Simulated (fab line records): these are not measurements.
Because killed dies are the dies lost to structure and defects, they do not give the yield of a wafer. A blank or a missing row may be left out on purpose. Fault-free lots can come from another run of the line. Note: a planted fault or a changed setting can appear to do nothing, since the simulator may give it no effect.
The same fault as seen by 2 desks || flow sky130 || only its own numbers are on each desk; what lay behind them is given at the end

== DESK OF THE TOOL OWNER: rie-diel-01 ==
The tool's own readings at SKY_FIELD_ISO_ETCH_15 (etches the open film in CHF3/O2, stops on Si, target depth 180 nm, time 72 s): means of the sampled wafers that have a number, for each lot that ran on this tool. The brackets show how far a lot's mean lies from the usual mean; more than 4 standard deviations puts the lot out of limits, marked OUT.
Columns: A = bias-w at SKY_FIELD_ISO_ETCH_15, usual 199.8 W; B = drypump-motor-current-A at SKY_FIELD_ISO_ETCH_15, usual 5.7 A; C = oes-product-au at SKY_FIELD_ISO_ETCH_15, usual 0.944 a.u.; D = throttle-valve-pct at SKY_FIELD_ISO_ETCH_15, usual 8.845 %
{"lot": "L997", "first seen here": "day 2 16:27", "A": 199.8, "B": 5.9, "C": 0.937, "D": 8.835}
{"lot": "L100", "first seen here": "day 3 07:18", "A": 199.6, "B": 5.7, "C": 0.941, "D": 8.859}
{"lot": "L101", "first seen here": "day 3 11:21", "A": 199.8, "B": 5.9, "C": 0.937, "D": 8.849}
{"lot": "L102", "first seen here": "day 3 17:17", "A": 199.7, "B": 5.9, "C": 0.942, "D": 8.845}
{"lot": "L112", "first seen here": "day 5 20:36", "A": "180.2 (-28) OUT", "B": 6.0, "C": 0.945, "D": 8.843}
{"lot": "L113", "first seen here": "day 6 03:01", "A": "179.7 (-29) OUT", "B": 5.9, "C": 0.943, "D": 8.843}
This desk's finding: out of limits on L112, L113; first on L112, day 5 20:36 (bias-w at SKY_FIELD_ISO_ETCH_15). L997, L100, L101, L102: within limits.

== AT THE METROLOGY DESK ==
Means of the sampled wafers that have a number, per lot and without regard to the tool the lot ran on: this is what the gauges read. The brackets show how far a lot's mean lies from the usual mean; more than 4 standard deviations puts the lot out of limits, marked OUT.
Columns: A = cd-nm at SKY_FIELD_ISO_CD_MEAS_13, usual 150.1 nm; B = cd-nm at SKY_VT_ADJUST_HVTR_CD_MEAS_07, usual 380.1 nm
{"lot": "L996", "first seen here": "day 2 10:32", "A": 151.8, "B": 379.5}
{"lot": "L997", "first seen here": "day 2 16:17", "A": 149.2, "B": 378.9}
{"lot": "L998", "first seen here": "day 2 21:30", "A": 150.9, "B": 384.1}
{"lot": "L999", "first seen here": "day 3 01:09", "A": 153.2, "B": 379.2}
{"lot": "L100", "first seen here": "day 3 07:08", "A": 150.8, "B": 380.3}
{"lot": "L101", "first seen here": "day 3 11:12", "A": 150.4, "B": 381.7}
{"lot": "L102", "first seen here": "day 3 17:08", "A": 149.7, "B": 375.1}
{"lot": "L105", "first seen here": "day 4 10:09", "A": 148.2, "B": 378.5}
{"lot": "L110", "first seen here": "day 5 10:40", "A": 150.9, "B": 381.8}
{"lot": "L112", "first seen here": "day 5 20:27", "A": 150.3, "B": 376.3}
{"lot": "L113", "first seen here": "day 6 02:51", "A": 151.4, "B": 382.2}
{"lot": "L115", "first seen here": "day 6 14:48", "A": 149.2, "B": 380.0}
{"lot": "L116", "first seen here": "day 6 19:03", "A": 151.0, "B": 382.0}
This desk found nothing out of limits on any of the 13 lots.

== ALL TOGETHER ==
At day 5 20:36, on L112, L113, the tool owner's desk was in a position to raise an alarm.
At the metrology desk, nothing out of limits was observed.
The metrology desk holds a record of L112, L113, inside its limits.
Of the lots named, all ran SKY_FIELD_ISO_ETCH_15 on rie-diel-01.

== WHAT WAS PUT IN BY THE SIMULATOR ==
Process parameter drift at SKY_FIELD_ISO_ETCH_15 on rie-diel-01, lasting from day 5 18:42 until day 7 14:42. Setting bias-w shifted by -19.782 from 200. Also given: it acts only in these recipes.
Shown lots that were struck: L112, L113.
Each desk's first reading out of limits, in hours after the fault started: the tool owner's desk, 2.
